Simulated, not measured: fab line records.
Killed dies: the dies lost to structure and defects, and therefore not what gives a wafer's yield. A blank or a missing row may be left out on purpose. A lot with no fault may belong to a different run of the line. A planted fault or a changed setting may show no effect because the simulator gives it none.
Split-lot experiment    flow sfq line    on a route of 325 steps: 5 lots, 23 wafers read

== THE SPLIT ITSELF ==
At SFQ_TRILAYER_M1_LITHO_EXPOSE_040 (exposes mask M1, target cd 500 nm), the setting dose mj was moved away from the recipe's 14.4 on 11 of the 23 wafers read, by -2.5% to +5.7%. All remaining wafers had this setting at the recipe value.

== FROM THE SPLIT TO THE READING: what the file shows between them, 3 steps ==
- SFQ_TRILAYER_M1_LITHO_PEB_042: peb time 60 s
- SFQ_TRILAYER_M1_LITHO_DEVELOP_041: time 60 s
- SFQ_TRILAYER_M1_BARC_OPEN_METAL_ETCH_054: etches BARC in O2, target depth 125 nm, time 41.7 s

== THE READING ==
M1.cd nm (the simulator's own value, which no gauge read), in nm, at SFQ_TRILAYER_M1_ETCH_METAL_ETCH_042 (etches Nb in Cl2/Ar, stops on SiO2, target depth 240 nm, time 120 s). There is no usual value for it anywhere in the file. Across the 12 wafers here that went through the recipe, the average is 498.0 nm and the standard deviation 2 nm.

wafer   tool, chamber at the split  dose mj as run  against the recipe  M1.cd nm, nm  against lot-mates on the recipe
L074.1  krf scanner-01, 0           14.04           -2.5%               503.9         +4.2
L074.2  krf scanner-01, 0           14.04           -2.5%               504.1         +4.4
L074.4  krf scanner-01, 0           14.04           -2.5%               501.9         +2.2
L074.5  krf scanner-01, 0           14.4            recipe              500.1         -
L074.6  krf scanner-01, 0           14.4            recipe              499.3         -
L075.1  krf scanner-01, 0           14.11           -2.0%               501.6         +5.1
L075.4  krf scanner-01, 0           14.11           -2.0%               501.6         +5.1
L075.2  krf scanner-01, 0           14.4            recipe              495.5         -
L075.3  krf scanner-01, 0           14.4            recipe              495.4         -
L075.5  krf scanner-01, 0           14.4            recipe              498.7         -
L076.2  krf scanner-02, 0           15.19           +5.5%               487.5         -12.6
L076.3  krf scanner-02, 0           15.19           +5.5%               487.5         -12.6
L076.4  krf scanner-02, 0           14.4            recipe              499.6         -
L076.5  krf scanner-02, 0           14.4            recipe              500.5         -
L076.6  krf scanner-02, 0           15.19           +5.5%               488.4         -11.7
L078.1  krf scanner-02, 0           14.4            recipe              494.2         -
L078.4  krf scanner-02, 0           14.4            recipe              497.5         -
L078.5  krf scanner-02, 0           14.4            recipe              498           -
L083.1  krf scanner-01, 0           14.4            recipe              499.7         -
L083.2  krf scanner-01, 0           15.22           +5.7%               489.8         -8.9
L083.3  krf scanner-01, 0           15.22           +5.7%               490.9         -7.9
L083.4  krf scanner-01, 0           14.4            recipe              497.8         -
L083.5  krf scanner-01, 0           15.22           +5.7%               491           -7.8

THE FIT
A straight line over all 23 wafers: M1.cd nm changes by -1.66 nm for each +1% of dose mj; r = -0.94; the points scatter about the line by 1.8 nm.
The same after taking each lot's own level away (the mean of its wafers on the recipe; 23 wafers): -1.81 nm for each +1%; r = -0.96; scatter 1.7 nm.
That fit puts the effect of the largest move of dose mj on the reading at 10 nm.
Across the lots, their own levels run from 496.53 to 500.05 nm, a range of 1.8 times the standard deviation given above.
Hence the lot-to-lot level has little effect on the slope; both slopes agree.
Check: -10.6 nm against its lot-mates is what the line predicts for one of the wafers moved furthest among these (+5.7%) when that wafer is left out of the fit. It came out at -8.95 nm against them.

== OTHER SPLITS ON THESE WAFERS ==
Note: prior to the reading, these wafers also went through further splits. Each is held against what the fit with the lots' levels taken away leaves over:
other split on the same wafers                    wafers away from the commonest value  r with M1.cd nm (lot level and that fit taken away)
SFQ_TRILAYER_INCOMING_OXIDATION_002 ox time s     15                                    -0.03
SFQ_TRILAYER_L0_VIA_LITHO_COAT_013 spin rpm       9                                     +0.20
SFQ_TRILAYER_M0_LITHO_COAT_026 resist thk nm      8                                     -0.56
SFQ_TRILAYER_M0_LITHO_EXPOSE_022 dose mj          6                                     -0.29
SFQ_TRILAYER_I0_VIA_LITHO_COAT_036 resist thk nm  4                                     -0.02
SFQ_TRILAYER_M1_LITHO_COAT_044 resist thk nm      6                                     +0.10

== THE WHOLE CHAIN: every reading that the file lists as answering this split, in the file's order ==
step                                      what it does                                                         reading                                                    change (the file's fit)               r (the file's)
SFQ_TRILAYER_M1_BARC_OPEN_METAL_ETCH_054  etches BARC in O2, target depth 125 nm, time 41.7 s                  M1.cd nm (the simulator's own value, which no gauge read)  -1.66 nm for each +1% of the setting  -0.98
SFQ_TRILAYER_M1_ETCH_METAL_ETCH_042       etches Nb in Cl2/Ar, stops on SiO2, target depth 240 nm, time 120 s  M1.cd nm (the simulator's own value, which no gauge read)  -1.83 nm for each +1% of the setting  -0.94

== FILE'S OWN FIT ==
M1.cd nm changes by -1.83 nm for each +1% of dose mj, r = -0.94.
